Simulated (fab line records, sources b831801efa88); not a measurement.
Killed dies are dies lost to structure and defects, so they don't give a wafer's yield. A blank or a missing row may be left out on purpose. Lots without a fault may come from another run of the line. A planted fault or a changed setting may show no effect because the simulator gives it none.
Which tool did it? | flow sky130 | 11 lots, 33 wafers sampled, at 2 steps of a route of 708

WHAT THE GAUGES READ, wafer by wafer
SKY_SONOS_ONO_THK_MEAS_01.
lot  | measured     | on            | SONOS_ONO_OXIDATION_THK (nm)
L618 | day 11 16:23 | film_metro-04 | 2.58 2.56 2.60
L619 | day 12 01:30 | film_metro-04 | 2.61 2.60 2.66
L620 | day 12 21:05 | film_metro-01 | 2.91 2.90 2.85
L621 | day 12 21:07 | film_metro-04 | 2.86 2.90 2.92
L622 | day 12 23:36 | film_metro-03 | 2.87 2.85 2.84
L631 | day 15 20:53 | film_metro-03 | 2.50 2.53 2.60
L635 | day 17 06:38 | film_metro-04 | 2.69 2.68 2.68
L636 | day 17 10:36 | film_metro-01 | 2.62 2.70 2.65
L638 | day 18 00:20 | film_metro-03 | 2.52 2.56 2.62
L639 | day 18 08:00 | film_metro-04 | 2.55 2.66 2.60
L640 | day 18 19:47 | film_metro-03 | 2.64 2.63 2.60

WHICH TOOL RAN EACH LOT (tool, then ch and the chambers of the sampled wafers, then the start)
lot  | SKY_SONOS_ONO_OXIDATION_00
L618 | furnace-01 ch 0, day 11 15:03
L619 | furnace-01 ch 0, day 12 00:10
L620 | furnace-01 ch 0, day 12 19:44
L621 | furnace-01 ch 0, day 12 19:44
L622 | furnace-01 ch 0, day 12 22:15
L631 | furnace-02 ch 0, day 15 19:32
L635 | furnace-02 ch 0, day 17 05:17
L636 | furnace-01 ch 0, day 17 09:14
L638 | furnace-02 ch 0, day 17 22:59
L639 | furnace-01 ch 0, day 18 06:38
L640 | furnace-01 ch 0, day 18 18:25
- SKY_SONOS_ONO_OXIDATION_00: stabilise 600 s, purge 300 s, target thk 2.6 nm.

THE ANSWER, worked out from the rows above alone
Rule: what is usual is taken from the lots themselves. Put in order of their means at a reading, lots are off if they are a third of the lots or fewer, leave a main group of 4 or more, and stand apart from it by a gap of 3 or more times the standard deviation of the main group's means; of several such gaps the widest counts. A main group whose means are all the same, to the digits that the tables above print for the reading, isn't used. A lot without any number at a reading at which 4 lots or more have one is off too. The other lots that the step has rows for count as sound.
Off: L620, L621, L622, at SKY_SONOS_ONO_THK_MEAS_01 (SONOS_ONO_OXIDATION_THK). The main group: mean 2.61 nm, standard deviation 0.044.
A tool fits if, at a process step before that reading, it ran every lot that is off, and no sound lot after the first of them. The gauges at SKY_SONOS_ONO_THK_MEAS_01 are tried like those tools. None of those tried fits.

WHAT THE SIMULATOR HAD PUT IN
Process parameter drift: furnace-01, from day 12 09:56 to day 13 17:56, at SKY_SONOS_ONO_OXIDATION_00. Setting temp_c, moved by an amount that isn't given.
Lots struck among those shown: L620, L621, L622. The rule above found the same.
